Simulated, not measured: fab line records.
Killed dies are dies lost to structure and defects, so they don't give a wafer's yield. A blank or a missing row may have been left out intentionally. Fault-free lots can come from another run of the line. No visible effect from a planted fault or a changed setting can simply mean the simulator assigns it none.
A struck lot beside a sound one | flow sky130 | 15 out of 708 route steps
Sound: these wafers, L558.4, L558.5, L558.6. Struck: wafer L575.4 (L575.3, L575.5, from the same lot, were not struck and are left out); the cause is given at the end.
At each step with rows: each side's tool, then ch and its chambers, then its first start. Under that, the readings that differ: sound wafers | struck wafers | difference of the means | sigmas: that difference in standard deviations of wafers without a fault.
alike: readings with means less than 2 such deviations apart, plus words and numbers identical on both sides. not compared: withheld readings, readings lacking a value on some wafer, bounds such as >300 that could conceal the same value, and numbers that have no deviation in the record and whose values overlap.
The two part at a step that has a row with sigmas, a row that says differs or no value, or rows on one side only. Non-overlapping numbers with no deviation appear without sigmas and do not part them. Lack of a reading on every wafer of one side parts them only where that side has two or more wafers.

first, 8 steps without rows for these wafers: SKY_CONTACT_DEHYDRATE_06 (time 60 s); SKY_CONTACT_HMDS_07 (prime time 60 s); SKY_CONTACT_COAT_08 (resist thk 60 nm); SKY_CONTACT_COAT_09 (resist thk 450 nm); SKY_CONTACT_SOFTBAKE_10 (time 90 s); SKY_CONTACT_EXPOSE_11 (exposes mask CTM1, target cd 170 nm); SKY_CONTACT_PEB_12; SKY_CONTACT_DEVELOP_13 (develop time 60 s).
SKY_CONTACT_CD_MEAS_14: target cd 170 nm.
  sound on cd sem-02, day 32 10:17; struck on cd sem-01, day 37 13:45
  alike: cd nm
SKY_CONTACT_OVL_MEAS_15:
  sound on overlay-01, day 32 10:22; struck on overlay-02, day 37 13:50
  alike: CONTACT_OVL
SKY_CONTACT_ETCH_16: etches BARC in N2/H2, stops on SiO2, time 45.9 s, target depth 60 nm.
  sound on rie diel-02 ch 1,2,3, day 32 10:24; struck on rie diel-02 ch 2, day 37 13:52
  reading                | sound | struck | difference                   | sigmas
  rf hours counter h (h) | - - - | 0      | no value on the sound wafers |
  alike: bias w, drypump motor current A, oes product au, rf fwd power W, throttle valve pct
SKY_CONTACT_ETCH_17: etches SiO2 in C4F8/O2/Ar, stops on Si3N4, target depth 340 nm.
  sound on rie diel-02 ch 1,2,3, day 32 10:27; struck on rie diel-02 ch 2, day 37 13:55
  alike: bias w, oes product au, rf fwd power W
SKY_CONTACT_ETCH_18: etches Si3N4 in CHF3/O2, stops on TiN, time 39 s, target depth 75 nm.
  sound on rie diel-02 ch 1,2,3, day 32 10:00; struck on rie diel-02 ch 2, day 37 13:00
  reading                | sound             | struck | difference                   | sigmas
  rf fwd power W (W)     | 598.2 593.4 590.9 | 498.3  | -95.9                        | -38
  rf hours counter h (h) | - - -             | 0      | no value on the sound wafers |
  alike: bias w, drypump motor current A, oes product au, throttle valve pct
SKY_CONTACT_STRIP_19: strips in O2/N2.
  sound on plasma asher-02 ch 0,1, day 32 10:33; struck on plasma asher-03 ch 0, day 37 14:02
  alike: drypump motor current A, oes product au, strip time to endpoint s
  not compared: rf hours counter h
SKY_PAD_OPEN_PROBE_99:
  the record holds rows for the sound wafers here (prober-02, day 46 13:06) but none for the struck ones

WHERE THEY PART
At SKY_CONTACT_ETCH_16 first; at SKY_PAD_OPEN_PROBE_99 last (within this record only).

WHY: what the simulator had put in
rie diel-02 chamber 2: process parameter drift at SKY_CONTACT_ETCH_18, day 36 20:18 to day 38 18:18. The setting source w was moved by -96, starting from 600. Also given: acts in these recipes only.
